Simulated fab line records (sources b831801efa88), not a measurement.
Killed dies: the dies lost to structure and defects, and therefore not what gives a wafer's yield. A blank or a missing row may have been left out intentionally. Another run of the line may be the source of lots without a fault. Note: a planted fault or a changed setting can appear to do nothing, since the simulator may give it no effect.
What tool caused it? | flow gf180mcu | Sampling: 6 lots, 18 wafers, 3 of 602 route steps

## WHAT EACH GAUGE READ, for each wafer
GF_HV_LDD_TW_MEAS_50.
lot  | measured     | on           | HV_LDD_4_TW
L764 | day 12 13:13 | filmMetro-03 | 559 562 561
L774 | day 16 04:44 | filmMetro-03 | 501 499 499
L776 | day 16 16:36 | filmMetro-04 | 569 566 571
L778 | day 17 09:27 | filmMetro-03 | 555 557 554
L783 | day 19 03:37 | filmMetro-01 | 569 574 571
L785 | day 20 05:15 | filmMetro-01 | 572 575 572

## WHICH TOOL RAN EACH LOT (tool, then ch and the chambers of the sampled wafers, then the start)
lot  | GF_VT_IMPLANT_STRIP_31              | GF_HV_LDD_IMPLANT_48
L764 | plasmaAsher-01 ch 0,1, day 7 04:14  | implanter-03 ch 0, day 12 13:00
L774 | plasmaAsher-01 ch 0,1, day 10 01:19 | implanter-04 ch 0, day 16 04:29
L776 | plasmaAsher-03 ch 0,1, day 10 12:02 | implanter-01 ch 0, day 16 16:22
L778 | plasmaAsher-03 ch 0,1, day 11 01:43 | implanter-01 ch 0, day 17 09:13
L783 | plasmaAsher-01 ch 0,1, day 12 07:52 | implanter-01 ch 0, day 19 03:23
L785 | plasmaAsher-01 ch 0,1, day 13 01:56 | implanter-04 ch 0, day 20 05:01
- GF_VT_IMPLANT_STRIP_31: strips in O2/N2.
- GF_HV_LDD_IMPLANT_48

## THE ANSWER, worked out from the rows above alone
Rule: the usual values come from the lots themselves. Put in order of their means at a reading, lots are off if they are a third of the lots or fewer, leave a main group of 4 or more, and stand apart from it by a gap of 3 or more times the standard deviation of the main group's means; of several such gaps the widest counts. A main group is skipped when, at the precision printed for the reading in the tables above, its means are all equal. Also off: a lot with no number at a reading for which 4 or more lots have one. Any other lot the step has rows for is counted as sound.
Off: L774, at GF_HV_LDD_TW_MEAS_50 (HV_LDD_4_TW). The main group: mean 566, standard deviation 6.7.
If a tool, at a process step before that reading, ran all the lots that are off and no sound lot after the first of them, it fits. The gauges at GF_HV_LDD_TW_MEAS_50 are tried like those tools. Not one of the candidates tried fits.

## WHAT HAD BEEN PUT IN BY THE SIMULATOR
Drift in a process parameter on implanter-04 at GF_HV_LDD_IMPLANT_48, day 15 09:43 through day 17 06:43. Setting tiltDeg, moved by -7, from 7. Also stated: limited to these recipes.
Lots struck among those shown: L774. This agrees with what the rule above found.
